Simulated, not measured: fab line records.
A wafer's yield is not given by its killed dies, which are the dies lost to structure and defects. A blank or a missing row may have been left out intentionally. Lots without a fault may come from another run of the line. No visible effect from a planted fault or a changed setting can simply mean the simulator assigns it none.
What tool caused it? ; flow sky130 ; 11 lots with 33 wafers sampled at 3 steps, on a route of 708 steps

WHAT EACH GAUGE READ, for each wafer
SKY_VT_ADJUST_HVTR_TW_MEAS_11. Usual: VT_ADJUST_HVTR_TW typically reads 209.9, with standard deviation 1.1.
lot;measured;on;VT_ADJUST_HVTR_TW;flag
L521;day 9 17:45;film_metro-03;211.1 212.2 211.5;
L523;day 10 05:12;film_metro-02;209.0 208.7 208.8;
L525;day 10 19:58;film_metro-01;210.1 210.1 210.6;
L528;day 11 21:13;film_metro-01;209.8 209.6 209.4;
L533;day 13 12:30;film_metro-01;182.2 183.7 183.0 182.8 183.2 182.9;OFF
L534;day 13 14:46;film_metro-02;183.5 183.2 183.0 184.5 182.7 183.2;OFF
L537;day 14 22:46;film_metro-03;209.7 210.0 211.0;
L539;day 15 05:21;film_metro-01;208.6 208.3 210.0;
L540;day 15 13:05;film_metro-03;210.8 210.4 211.1;
L541;day 15 23:25;film_metro-01;209.5 211.5 209.1;
L543;day 16 15:30;film_metro-03;211.0 211.7 211.7;

SKY_LDD_HVN_TW_MEAS_10. Usual: LDD_HVN_TW typically reads 1434, with standard deviation 8.
lot;measured;on;LDD_HVN_TW;flag
L521;day 20 16:28;film_metro-04;1441 1442 1451;
L523;day 21 08:59;film_metro-03;1431 1436 1432;
L525;day 21 21:26;film_metro-03;1429 1431 1424;
L528;day 23 07:08;film_metro-03;1447 1442 1442;
L533;day 25 02:43;film_metro-04;1441 1440 1442;
L534;day 25 08:18;film_metro-04;1448 1444 1436;
L537;day 26 19:42;film_metro-01;1423 1413 1429;
L539;day 27 01:40;film_metro-04;1430 1441 1430;
L540;day 27 10:05;film_metro-04;1428 1424 1426;
L541;day 27 18:26;film_metro-03;1431 1440 1434;
L543;day 28 06:41;film_metro-01;1428 1421 1429;

WHAT TOOL EACH LOT RAN ON (gives the tool, then ch and the chambers of the sampled wafers, and finally the start)
lot;SKY_VT_ADJUST_HVTR_IMPLANT_09
L521;implanter-01 ch 0, day 9 17:30
L523;implanter-02 ch 0, day 10 04:57
L525;implanter-04 ch 0, day 10 19:45
L528;implanter-04 ch 0, day 11 20:59
L533;implanter-02 ch 0, day 13 12:15
L534;implanter-02 ch 0, day 13 14:33
L537;implanter-04 ch 0, day 14 22:33
L539;implanter-01 ch 0, day 15 05:07
L540;implanter-04 ch 0, day 15 12:50
L541;implanter-01 ch 0, day 15 23:10
L543;implanter-02 ch 0, day 16 15:15
- SKY_VT_ADJUST_HVTR_IMPLANT_09

WHAT THE TOOLS THEMSELVES READ (means of the sampled wafers that have a number; where no wafer has one, the mark that the record gives instead)
SKY_VT_ADJUST_HVTR_IMPLANT_09. Usual: dose_ions_cm2 2.1003e+12, standard deviation 2.2e+09; faraday_current_uA 11.85, standard deviation 0.23.
lot;tool;dose_ions_cm2;faraday_current_uA;flag
L521;implanter-01;2.1001e+12;11.75;
L523;implanter-02;2.0991e+12;11.87;
L525;implanter-04;2.1025e+12;11.79;
L528;implanter-04;2.0981e+12;11.97;
L533;implanter-02;1.2824e+12;7.28;OFF
L534;implanter-02;1.2844e+12;7.18;OFF
L537;implanter-04;2.0995e+12;11.96;
L539;implanter-01;2.1029e+12;11.85;
L540;implanter-04;2.0967e+12;11.62;
L541;implanter-01;2.1025e+12;11.61;
L543;implanter-02;2.1008e+12;11.90;

THE ANSWER, worked out from the rows above alone
Rule: lot off if the mean of its wafers having a number is beyond 3 standard deviations from the usual mean. Also off: a lot with no number at a reading for which 4 or more lots have one. All remaining lots with rows at the step are treated as sound. After the gauges, taken in route order, come the tools' own readings; for these a lot's mean is taken, as printed above. At the first step where some lot is off, the reading lying furthest off is the one used; lots without a number count as furthest.
Off: L533, L534, at SKY_VT_ADJUST_HVTR_TW_MEAS_11 (VT_ADJUST_HVTR_TW).
If a tool, at a process step before that reading, ran all the lots that are off and no sound lot after the first of them, it fits. Not tried: the gauges at SKY_VT_ADJUST_HVTR_TW_MEAS_11; whatever is off there is also off at SKY_VT_ADJUST_HVTR_IMPLANT_09, on other tools, and gauge error can't account for it. None of those tried fits.

WHAT THE SIMULATOR PUT IN
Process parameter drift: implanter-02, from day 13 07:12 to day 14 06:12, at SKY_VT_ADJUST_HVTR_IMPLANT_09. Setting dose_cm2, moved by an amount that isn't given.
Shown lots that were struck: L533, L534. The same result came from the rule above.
